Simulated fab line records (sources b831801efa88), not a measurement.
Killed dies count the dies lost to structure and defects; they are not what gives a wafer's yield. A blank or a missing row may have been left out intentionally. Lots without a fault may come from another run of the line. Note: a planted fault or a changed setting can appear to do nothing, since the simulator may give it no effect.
The same fault as seen by 2 desks | flow gf180mcu | only its own numbers are on each desk; what lay behind them is given at the end

## DESK OF THE TOOL OWNER: plasmaAsher-02
The tool's own readings at GF_MIM_STRIP_20 (strips in O2/N2): means of the sampled wafers that have a number, for each lot that ran on this tool. Marked OUT: a lot whose mean sits more than 4 standard deviations from the usual mean, which makes it out of limits; the brackets give that distance.
Columns: A = chamberPressureMTorr at GF_MIM_STRIP_20, usual 1500.2 mTorr; B = drypumpMotorCurrentA at GF_MIM_STRIP_20, usual 5.86 A; C = heaterPowerW at GF_MIM_STRIP_20, usual 329 W; D = o2FlowSccm at GF_MIM_STRIP_20, usual 3000 sccm; E = oesProductAu at GF_MIM_STRIP_20, usual 0.692 a.u.; F = stripTimeToEndpointS at GF_MIM_STRIP_20, usual 11.20 s
lot  | first seen here | A      | B    | C   | D    | E     | F
L169 | day 31 18:56    | 1502.6 | 5.78 | 334 | 2994 | 0.692 | 11.19
This desk's finding: nothing out of limits on the one lot.

## AT THE METROLOGY DESK
Means of the sampled wafers that have a number, per lot and without regard to the tool the lot ran on: this is what the gauges read. Marked OUT: a lot whose mean sits more than 4 standard deviations from the usual mean, which makes it out of limits; the brackets give that distance.
Columns: A = MIM_ALCU_RS at GF_MIM_RS_MEAS_10, usual 0.1602 ohm/sq; B = MIM_ALCU_THK at GF_MIM_THK_MEAS_11, usual 197.0 nm
lot  | first seen here | A      | B
L154 | day 26 16:59    | 0.1582 | 200.2
L155 | day 26 23:43    | 0.1618 | 194.9
L159 | day 28 07:10    | 0.1636 | 193.1
L165 | day 29 15:52    | 0.1613 | 195.2
L167 | day 30 10:27    | 0.1619 | 195.8
L169 | day 31 01:13    | 0.1589 | 198.0
Result from this desk: across the 6 lots, nothing is out of limits.

## BROUGHT TOGETHER
The desk of the tool owner found nothing out of limits.
The metrology desk saw nothing out of limits.

## WHAT THE SIMULATOR HAD INSERTED
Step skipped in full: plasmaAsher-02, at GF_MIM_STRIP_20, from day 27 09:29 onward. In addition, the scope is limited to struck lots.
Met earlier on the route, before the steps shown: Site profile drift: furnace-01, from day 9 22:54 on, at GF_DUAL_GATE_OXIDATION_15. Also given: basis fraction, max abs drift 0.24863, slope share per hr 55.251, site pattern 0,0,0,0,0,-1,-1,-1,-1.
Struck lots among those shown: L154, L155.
